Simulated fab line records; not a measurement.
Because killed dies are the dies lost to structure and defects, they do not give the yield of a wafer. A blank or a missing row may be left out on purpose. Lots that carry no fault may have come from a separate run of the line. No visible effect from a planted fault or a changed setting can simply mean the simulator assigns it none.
2 desks looking at one fault || flow sky130 || what lay behind the numbers comes last; until then each desk has only its own

DESK OF THE TOOL OWNER: litho-track-03
The tool's own readings at SKY_LDD_P_DEVELOP_06 (develop time 60 s): means of the sampled wafers that have a number, for each lot that ran on this tool. A lot is out of limits, marked OUT, if its mean lies more than 4 standard deviations from the usual mean; the brackets give that distance.
Columns: A = chill-plate-temp-C at SKY_LDD_P_DEVELOP_06, usual 23.01 C; B = developer-temp-C at SKY_LDD_P_DEVELOP_06, usual 23.00 C; C = exhaust-pa at SKY_LDD_P_DEVELOP_06, usual 44.8 Pa
{"lot": "L669", "first seen here": "day 21 05:08", "A": 23.10, "B": 23.09, "C": 46.1}
{"lot": "L676", "first seen here": "day 23 09:55", "A": 23.03, "B": 23.10, "C": 44.4}
{"lot": "L679", "first seen here": "day 24 16:43", "A": 22.92, "B": 22.96, "C": 46.2}
Finding of this desk: none of the 3 lots has anything out of limits.

THE METROLOGY DESK
Lot by lot, what the gauges showed, no matter which tool ran the lot: averages of those sampled wafers that carry a number. A lot is out of limits, marked OUT, if its mean lies more than 4 standard deviations from the usual mean; the brackets give that distance.
Columns: A = cd-nm at SKY_VT_ADJUST_HVTR_CD_MEAS_07, usual 380.2 nm; B = GATE_OXIDE_OXIDATION_00_THK at SKY_GATE_OXIDE_THK_MEAS_02, usual 10.24 nm; C = POLY_GATE_CVD_00_THK at SKY_POLY_GATE_THK_MEAS_01, usual 179.7 nm; D = cd-nm at SKY_LDD_P_CD_MEAS_07, usual 380.2 nm
{"lot": "L662", "first seen here": "day 9 06:05", "A": 381.8, "B": 10.30, "C": 179.5, "D": 380.0}
{"lot": "L664", "first seen here": "day 9 16:19", "A": 379.7, "B": 10.42, "C": 181.5, "D": 381.1}
{"lot": "L665", "first seen here": "day 10 01:48", "A": 380.5, "B": 10.30, "C": 178.5, "D": 382.0}
{"lot": "L666", "first seen here": "day 10 09:07", "A": 379.7, "B": 10.05, "C": 179.4, "D": 380.2}
{"lot": "L667", "first seen here": "day 10 17:04", "A": 377.4, "B": 10.16, "C": 179.1, "D": 381.4}
{"lot": "L668", "first seen here": "day 10 22:01", "A": 380.9, "B": 10.05, "C": 179.4, "D": 380.8}
{"lot": "L669", "first seen here": "day 11 05:40", "A": 382.3, "B": 10.15, "C": 176.7, "D": 377.9}
{"lot": "L670", "first seen here": "day 11 09:35", "A": 379.9, "B": 10.17, "C": 180.1, "D": 382.5}
{"lot": "L676", "first seen here": "day 13 06:52", "A": 382.9, "B": 9.88, "C": 182.6, "D": "331.7 (-21) OUT"}
{"lot": "L679", "first seen here": "day 14 03:45", "A": 382.4, "B": 10.31, "C": 180.7, "D": "358.8 (-9.3) OUT"}
{"lot": "L680", "first seen here": "day 14 08:22", "A": 375.4, "B": 10.63, "C": 179.6, "D": 379.1}
{"lot": "L681", "first seen here": "day 14 15:49", "A": 385.5, "B": 10.16, "C": 181.4, "D": 377.6}
{"lot": "L684", "first seen here": "day 15 16:45", "A": 373.7, "B": 10.17, "C": 178.2, "D": 382.9}
This desk's finding: out of limits on L676, L679; first on L676, day 23 10:04 (cd-nm at SKY_LDD_P_CD_MEAS_07). Within limits: L662, L664, L665, L666, L667, L668, L669, L670, L680, L681, L684.

ALL TOGETHER
Metrology desk: alarm possible at day 23 10:04 on L676, L679.
Nothing out of limits was seen by the tool owner's desk.
The tool owner's desk has L676, L679 on record, within its limits.
Of the lots named, all ran SKY_LDD_P_DEVELOP_06 on litho-track-03.

WHAT WAS PUT IN BY THE SIMULATOR
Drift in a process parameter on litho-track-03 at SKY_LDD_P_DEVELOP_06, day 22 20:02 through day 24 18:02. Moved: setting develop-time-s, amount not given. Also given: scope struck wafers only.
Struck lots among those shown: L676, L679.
Per desk, hours elapsed from the start of the fault to the first reading out of limits: for the metrology desk, 14.
